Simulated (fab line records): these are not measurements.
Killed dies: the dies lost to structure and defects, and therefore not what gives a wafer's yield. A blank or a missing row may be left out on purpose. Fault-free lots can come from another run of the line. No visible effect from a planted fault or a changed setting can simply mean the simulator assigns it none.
fab line records | flow gf180mcu
[record] lots = 15 | wafers = 45 | last-day = 34
route steps=602 shown SAB@272 M1@315 V2@406
lots untouched by any fault: they come from a run of this same line in which no faults occurred
start-h: start of the lot's first displayed wafer, in hours after the record's first day | wait-h: hours since the lot's step before | " unchanged from the row above | L1.1+2: a single row standing in for several wafers | - no value, or no start was given | * or withheld: withheld | < > ~ a bound
route shown NAME@n: a module of which the file shows steps, and the number in the route of the first | usual: mean/standard deviation taken from wafers without a fault | same: alike in all rows | chamber/n: place in a boat | sites: per-site readings | _std_site: their standard deviation | _edge_site: the outer-site mean with the inner-site mean subtracted | radius-mm: how far each site lies from the wafer's centre | mask NAME#n: copy n | behind: the most recent tool/chamber to have shaped the wafer | hold: cause of the lot's hold/its duration in hours/its outcome | device: transistor that didn't switch, given as n, p or np | end of line: tests run on the same wafers once the route is complete | a step given without rows: its recipe and nothing more | killed: at the first sort, the dies lost to defects and structure; wafer yield is something else | map: a wafer's dies, marking killed ones x, the rest . and places with no die _
set.NAME: the setting the step ran with; set.NAME@STEP: the setting that earlier step ran with | model.NAME: the simulator's own value behind a step, which no gauge read
one table for each step of the route and one row for each wafer, over a sample of lots
services: the hour from which a tool's chamber was out of use, counted from the record's first day as start-h (under 0 if before that day), plus the number of hours and why
[[steps]]
[step GF_SAB_DEVELOP_08]
[recipe] develop-time-s = 60 | dev-temp-c = 23
[usual] chill-plate-temp-C = 22.96/0.11 | develop-time-s = 60/0
lot.wafer | tool           | chamber | start-h | wait-h | chill-plate-temp-C | develop-time-s
L774.1    | litho-track-02 | 0       | 340.56  | 0.1    | 22.98              | 60
L774.2    | "              | 0       | "       | "      | 22.94              | 60
L774.3    | "              | 0       | "       | "      | 23.05              | 60
L775.1    | litho-track-04 | 0       | 349.24  | 0.1    | 22.94              | 60
L775.5    | "              | 0       | "       | "      | 22.89              | 60
L775.6    | "              | 0       | "       | "      | 22.98              | 60
L776.1    | litho-track-02 | 0       | 354.01  | 0.1    | 22.91              | 60
L776.3    | "              | 0       | "       | "      | 22.84              | 60
L776.6    | "              | 0       | "       | "      | 23.04              | 60
L777.2    | litho-track-02 | -       | 369.34  | 0.1    | -                  | -
L777.3    | "              | -       | "       | "      | -                  | -
L777.4    | "              | -       | "       | "      | -                  | -
L778.1    | litho-track-02 | -       | 374.31  | 0.1    | -                  | -
L778.4    | "              | -       | "       | "      | -                  | -
L778.5    | "              | -       | "       | "      | -                  | -
L779.2    | litho-track-04 | -       | 385.67  | 0.1    | -                  | -
L779.4    | "              | -       | "       | "      | -                  | -
L779.5    | "              | -       | "       | "      | -                  | -
L786.2    | litho-track-02 | 0       | 445.29  | 0.1    | 23.13              | 60
L786.4    | "              | 0       | "       | "      | 23.03              | 60
L786.5    | "              | 0       | "       | "      | 22.86              | 60
L787.2    | litho-track-04 | 0       | 452.77  | 0.1    | 23.13              | 60
L787.5    | "              | 0       | "       | "      | 22.97              | 60
L787.6    | "              | 0       | "       | "      | 22.78              | 60
L788.1    | litho-track-04 | 0       | 459.74  | 0.1    | 22.92              | 60
L788.3    | "              | 0       | "       | "      | 23.00              | 60
L788.5    | "              | 0       | "       | "      | 23.07              | 60
L790.2    | litho-track-04 | 0       | 478.92  | 0.1    | 23.10              | 60
L790.4    | "              | 0       | "       | "      | 22.93              | 60
L790.6    | "              | 0       | "       | "      | 23.09              | 60
L792.2    | litho-track-03 | 0       | 495.22  | 0.1    | 23.03              | 60
L792.4    | "              | 0       | "       | "      | 23.02              | 60
L792.6    | "              | 0       | "       | "      | 22.84              | 60
L793.2    | litho-track-02 | 0       | 501.79  | 0.1    | 22.70              | 60
L793.3    | "              | 0       | "       | "      | 22.80              | 60
L793.6    | "              | 0       | "       | "      | 22.89              | 60
L794.2    | litho-track-02 | 0       | 511.94  | 0.1    | 22.98              | 60
L794.4    | "              | 0       | "       | "      | 23.00              | 60
L794.5    | "              | 0       | "       | "      | 22.98              | 60
L795.1    | litho-track-03 | 0       | 523.95  | 0.1    | 22.97              | 60
L795.3    | "              | 0       | "       | "      | 22.92              | 60
L795.6    | "              | 0       | "       | "      | 22.92              | 60
L796.1    | litho-track-03 | 0       | 527.05  | 0.1    | 23.04              | 60
L796.2    | "              | 0       | "       | "      | 23.12              | 60
L796.4    | "              | 0       | "       | "      | 23.12              | 60
[step GF_M1_SPUTTER_00]
[recipe] material = Ti | target-thk-nm = 37.5 | arriving-ion-energy-ev = 80 | substrate-temp-c = 200 | chamber-pressure-pa = 2 | power-w = 4000 | time-s = 150
[usual] throttle-valve-pct = 30.2/1.4
lot.wafer | tool           | chamber | start-h | wait-h | throttle-valve-pct
L774.1    | pvd-sputter-04 | -       | 365.10  | 0.1    | 29.0
L774.2    | "              | -       | "       | "      | 28.0
L774.3    | "              | -       | "       | "      | 31.9
L775.1    | pvd-sputter-01 | -       | 373.95  | 0.1    | 29.9
L775.5    | "              | -       | "       | "      | 31.1
L775.6    | "              | -       | "       | "      | 29.7
L776.1    | pvd-sputter-01 | -       | 379.55  | 0.2    | 29.4
L776.3    | "              | -       | "       | "      | 29.7
L776.6    | "              | -       | "       | "      | 31.0
L786.2    | pvd-sputter-04 | -       | 472.97  | 0.2    | 27.9
L786.4    | "              | -       | "       | "      | 32.2
L786.5    | "              | -       | "       | "      | 28.4
L787.2    | pvd-sputter-03 | -       | 480.34  | 0.1    | 28.9
L787.5    | "              | -       | "       | "      | 28.7
L787.6    | "              | -       | "       | "      | 33.1
L788.1    | pvd-sputter-01 | -       | 486.95  | 0.2    | 29.9
L788.3    | "              | -       | "       | "      | 31.2
L788.5    | "              | -       | "       | "      | 30.1
L790.2    | pvd-sputter-01 | -       | 506.07  | 0.2    | 30.1
L790.4    | "              | -       | "       | "      | 29.6
L790.6    | "              | -       | "       | "      | 29.6
L792.2    | pvd-sputter-03 | -       | 520.50  | 0.1    | 28.7
L792.4    | "              | -       | "       | "      | 30.5
L792.6    | "              | -       | "       | "      | 30.6
L793.2    | pvd-sputter-01 | -       | 527.32  | 0.1    | 29.0
L793.3    | "              | -       | "       | "      | 30.0
L793.6    | "              | -       | "       | "      | 29.5
L794.2    | pvd-sputter-01 | -       | 537.07  | 0.1    | 29.8
L794.4    | "              | -       | "       | "      | 29.7
L794.5    | "              | -       | "       | "      | 29.5
L795.1    | pvd-sputter-04 | -       | 549.89  | 0.2    | 32.2
L795.3    | "              | -       | "       | "      | 29.0
L795.6    | "              | -       | "       | "      | 29.1
L796.1    | pvd-sputter-01 | -       | 552.32  | 0.1    | 29.9
L796.2    | "              | -       | "       | "      | 30.9
L796.4    | "              | -       | "       | "      | 29.6
[step GF_V2_RS_MEAS_24]
[recipe] thk-meas-gauge = four-point-probe | reads = W_of_V2_CVD_23+TiN_of_V2_SPUTTER_22+Ti_of_V2_SPUTTER_21
[usual] V2_W_RS = 0.329/0.0045
lot.wafer | tool          | chamber | start-h | wait-h | V2_W_RS[ohm/sq]
L774.1    | film-metro-02 | -       | 465.63  | 0.1    | 0.325
L774.2    | "             | -       | "       | "      | 0.329
L774.3    | "             | -       | "       | "      | 0.317
L775.1    | film-metro-01 | -       | 475.44  | 0.2    | 0.324
L775.5    | "             | -       | "       | "      | 0.323
L775.6    | "             | -       | "       | "      | 0.327
L776.1    | film-metro-02 | -       | 481.25  | 0.1    | 0.330
L776.3    | "             | -       | "       | "      | 0.331
L776.6    | "             | -       | "       | "      | 0.323
L786.2    | film-metro-02 | -       | 569.81  | 0.1    | 0.327
L786.4    | "             | -       | "       | "      | 0.329
L786.5    | "             | -       | "       | "      | 0.324
L787.2    | film-metro-04 | -       | 577.01  | 0.1    | 0.331
L787.5    | "             | -       | "       | "      | 0.331
L787.6    | "             | -       | "       | "      | 0.326
L788.1    | film-metro-04 | -       | 581.63  | 0.1    | 0.325
L788.3    | "             | -       | "       | "      | 0.328
L788.5    | "             | -       | "       | "      | 0.327
L790.2    | film-metro-04 | -       | 599.20  | 0.1    | 0.332
L790.4    | "             | -       | "       | "      | 0.325
L790.6    | "             | -       | "       | "      | 0.329
L792.2    | film-metro-04 | -       | 611.71  | 0.1    | 0.333
L792.4    | "             | -       | "       | "      | 0.333
L792.6    | "             | -       | "       | "      | 0.333
L793.2    | film-metro-02 | -       | 619.89  | 0.1    | 0.322
L793.3    | "             | -       | "       | "      | 0.320
L793.6    | "             | -       | "       | "      | 0.323
L794.2    | film-metro-02 | -       | 628.69  | 0.1    | 0.329
L794.4    | "             | -       | "       | "      | 0.326
L794.5    | "             | -       | "       | "      | 0.324
L795.1    | film-metro-02 | -       | 640.38  | 0.1    | 0.323
L795.3    | "             | -       | "       | "      | 0.326
L795.6    | "             | -       | "       | "      | 0.320
L796.1    | film-metro-01 | -       | 641.94  | 0.1    | 0.322
L796.2    | "             | -       | "       | "      | 0.331
L796.4    | "             | -       | "       | "      | 0.320
[step GF_V2_CMP_26]
[recipe] stop-on = SiO2 | down-force-psi = 3.5 | platen-rpm = 60 | t-overpolish-s = 15 | target-thk-nm = 0 | pad-velocity-m-s = 0.94248
[usual] motor-current-A = 11.1/1.8 | overpolish-run-s = 15.001/0.0085 | retaining-ring-pressure-frac = 0.999/0.0052 | time-to-endpoint-s = 83/4.7
lot.wafer | tool   | chamber | start-h | wait-h | motor-current-A | overpolish-run-s | retaining-ring-pressure-frac | time-to-endpoint-s
L774.2    | cmp-02 | 3       | 465.81  | 0.0    | 8.7             | 14.997           | 0.994                        | 80
L774.3    | "      | 0       | "       | "      | 11.1            | 15.010           | 1.004                        | 81
L774.1    | "      | 1       | "       | "      | 15.2            | 15.000           | 1.001                        | 82
L775.1    | cmp-02 | 2       | 476.53  | 1.0    | 11.9            | 14.988           | 1.002                        | 89
L775.5    | "      | 3       | "       | "      | 9.7             | 14.992           | 1.002                        | 84
L775.6    | "      | 0       | "       | "      | 11.7            | 14.994           | 0.995                        | 84
L776.1    | cmp-02 | 0       | 481.68  | 0.3    | 11.6            | 15.001           | 1.000                        | 79
L776.3    | "      | 1       | "       | "      | 14.6            | 14.996           | 0.996                        | 83
L776.6    | "      | 1       | "       | "      | 15.3            | 15.005           | 1.003                        | 84
L786.2    | cmp-01 | 2       | 570.51  | 0.6    | 10.6            | 14.997           | 0.997                        | 83
L786.4    | "      | 3       | "       | "      | 11.0            | 15.003           | 1.005                        | 87
L786.5    | "      | 1       | "       | "      | 9.1             | 15.022           | 1.000                        | 82
L787.2    | cmp-01 | 2       | 577.44  | 0.3    | 11.6            | 14.995           | 1.006                        | 90
L787.5    | "      | 3       | "       | "      | 10.5            | 14.990           | 0.992                        | 91
L787.6    | "      | 0       | "       | "      | 8.8             | 15.000           | 1.003                        | 97
L788.3    | cmp-01 | 3       | 581.81  | 0.0    | 10.6            | 15.005           | 0.998                        | 90
L788.1    | "      | 0       | "       | "      | 8.6             | 15.009           | 0.999                        | 90
L788.5    | "      | 0       | "       | "      | 8.7             | 14.995           | 0.998                        | 89
L790.4    | cmp-01 | 1       | 599.94  | 0.6    | 9.3             | 15.005           | 1.003                        | 84
L790.2    | "      | 0       | "       | "      | 9.2             | 14.999           | 1.002                        | 92
L790.6    | "      | 2       | "       | "      | 11.0            | 14.979           | 1.005                        | 87
L792.2    | cmp-01 | 1       | 611.87  | 0.0    | 9.5             | 14.990           | 1.006                        | 78
L792.4    | "      | 0       | "       | "      | 8.5             | 14.992           | 1.001                        | 87
L792.6    | "      | 1       | "       | "      | 9.8             | 15.011           | 1.004                        | 76
L793.3    | cmp-02 | 1       | 620.10  | 0.1    | 14.4            | 15.000           | 0.996                        | 82
L793.2    | "      | 2       | "       | "      | 11.6            | 14.996           | 1.002                        | 86
L793.6    | "      | 1       | "       | "      | 14.0            | 15.009           | 0.991                        | 82
L794.2    | cmp-02 | 0       | 628.85  | 0.0    | 11.7            | 15.003           | 1.003                        | 79
L794.4    | "      | 1       | "       | "      | 14.9            | 15.004           | 1.004                        | 84
L794.5    | "      | 1       | "       | "      | 15.8            | 14.995           | 1.004                        | 83
L795.3    | cmp-02 | 2       | 640.56  | 0.0    | 11.5            | 14.994           | 0.997                        | 89
L795.1    | "      | 0       | "       | "      | 11.8            | 15.018           | 0.993                        | 83
L795.6    | "      | 3       | "       | "      | 9.2             | 15.004           | 0.996                        | 85
L796.1    | cmp-02 | 0       | 642.21  | 0.1    | 11.6            | 15.003           | 0.993                        | 80
L796.4    | "      | 1       | "       | "      | 14.8            | 15.001           | 0.999                        | 85
L796.2    | "      | 2       | "       | "      | 11.7            | 15.006           | 0.989                        | 89
[[services]]
tool           | chamber | start-h | hours | kind
cmp-01         | -       | 316.87  | 0.3   | repair
cmp-02         | -       | 317.65  | 2.0   | repair
cmp-02         | -       | 320.31  | 6.6   | pm
litho-track-02 | -       | 321.99  | -     | consumable-replace:filter
pvd-sputter-01 | -       | 325.55  | 3.1   | repair
cmp-01         | -       | 351.33  | 1.4   | repair
pvd-sputter-04 | -       | 361.54  | 0.8   | repair
cmp-02         | -       | 366.23  | 2.1   | repair
cmp-02         | -       | 374.93  | 1.1   | repair
cmp-02         | -       | 385.64  | 2.4   | repair
cmp-01         | -       | 404.00  | 4.0   | pm
pvd-sputter-03 | -       | 446.41  | 2.7   | repair
pvd-sputter-01 | -       | 447.01  | 5.3   | repair
cmp-02         | -       | 458.54  | 6.2   | pm
cmp-02         | -       | 468.47  | 0.3   | repair
cmp-01         | -       | 473.33  | 5.8   | repair
cmp-02         | -       | 475.55  | 0.8   | repair
cmp-01         | -       | 479.11  | 12.1  | pm
cmp-02         | -       | 561.81  | 8.6   | pm
cmp-02         | -       | 574.93  | 4.0   | pm
cmp-02         | -       | 578.93  | -     | consumable-replace:conditioner
cmp-01         | -       | 593.93  | 6.0   | pm
pvd-sputter-03 | -       | 597.82  | 0.7   | repair
cmp-01         | -       | 606.31  | 1.2   | repair
[[key]]
[first-sign] step = GF_SAB_DEVELOP_08 | reading = tool-record | direction = missing
effect none on later readings
met-at GF_SAB_DEVELOP_08
struck-lots L777,L778,L779
later-rows-left-out L777.2,L777.3,L777.4,L778.1,L778.4,L778.5,L779.2,L779.4,L779.5
sort-left-out L777.2,L777.3,L777.4,L778.1,L778.4,L778.5,L779.2,L779.4,L779.5
tester-left-out L777,L778,L779
not-acting-at GF_M1_SPUTTER_00,GF_V2_RS_MEAS_24,GF_V2_CMP_26
onset-between 354.01 369.34
[fault] kind = skipped-step-whole | tool = litho-track-02,litho-track-04 | chamber = - | onset-h = 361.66 | steps = GF_SAB_DEVELOP_08 | scope = struck-lots-only
// tester-left-out: of these lots the tester's yield and bins aren't shown, on N5 and GAA mostly nor the transistor test; their killed dies are dies lost to structure and defects alone, not to doping, threshold or leakage, so they don't give the yield
// sort-left-out: the simulated sort isn't trusted on such a fault, so these wafers' sort isn't shown, and their yield isn't known
// later-rows-left-out: the simulator's readings of these wafers behind a module that went badly wrong aren't trusted and aren't shown, but for the sort
